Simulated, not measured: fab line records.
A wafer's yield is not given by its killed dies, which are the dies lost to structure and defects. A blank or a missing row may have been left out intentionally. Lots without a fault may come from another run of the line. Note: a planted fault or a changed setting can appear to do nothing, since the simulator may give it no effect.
2 desks looking at one fault	flow sky130	each desk has only its own numbers; what lay behind them comes last

== DESK OF THE TOOL OWNER: furnace-02 ==
Per lot that ran on this tool, the mean of the sampled wafers carrying a number, from the tool's own readings at SKY_FIELD_ISO_ANNEAL_26 (time 1800 s). The brackets show how far a lot's mean lies from the usual mean; more than 4 standard deviations puts the lot out of limits, marked OUT.
Columns: A = zonePowerTopPct at SKY_FIELD_ISO_ANNEAL_26, usual 41 %
lot	first seen here	A
L758	day 3 04:47	36
L760	day 3 10:12	36
L764	day 4 05:12	36
L767	day 4 16:39	36
This desk's finding: nothing out of limits on any of the 4 lots.

== AT THE METROLOGY DESK ==
Means of the sampled wafers that have a number, per lot and without regard to the tool the lot ran on: this is what the gauges read. The brackets show how far a lot's mean lies from the usual mean; more than 4 standard deviations puts the lot out of limits, marked OUT.
Columns: A = FIELD_ISO_OXIDATION_01_THK at SKY_FIELD_ISO_THK_MEAS_23, usual 9.88 nm; B = FIELD_ISO_CVD_24_THK at SKY_FIELD_ISO_THK_MEAS_25, usual 596 nm; C = NWELL_OXIDATION_THK at SKY_NWELL_THK_MEAS_02, usual 10.02 nm; D = DNWELL_TW at SKY_DNWELL_TW_MEAS_09, usual 1114; E = PWDE_OVL at SKY_PWDE_OVL_MEAS_07, usual -1.4 nm; F = PWDE_TW at SKY_PWDE_TW_MEAS_10, usual 373
lot	first seen here	A	B	C	D	E	F
L756	day 2 12:38	10.24	590	9.93	1123	-0.9	373
L758	day 2 23:47	9.88	599	9.85	1129	-2.2	366
L760	day 3 07:29	9.77	594	10.22	1097	0.8	367
L764	day 4 03:43	9.48	605	10.00	1129	-0.7	372
L767	day 4 16:28	10.13	592	9.85	1098	-1.7	375
L770	day 5 11:38	9.81	594	10.08	1110	-1.1	370
L779	day 7 08:14	9.82	590	9.73	1106	0.3	379
This desk's finding: nothing out of limits on any of the 7 lots.

== TAKEN TOGETHER ==
Nothing out of limits was seen by the tool owner's desk.
The metrology desk saw nothing out of limits.

== WHAT THE SIMULATOR HAD INSERTED ==
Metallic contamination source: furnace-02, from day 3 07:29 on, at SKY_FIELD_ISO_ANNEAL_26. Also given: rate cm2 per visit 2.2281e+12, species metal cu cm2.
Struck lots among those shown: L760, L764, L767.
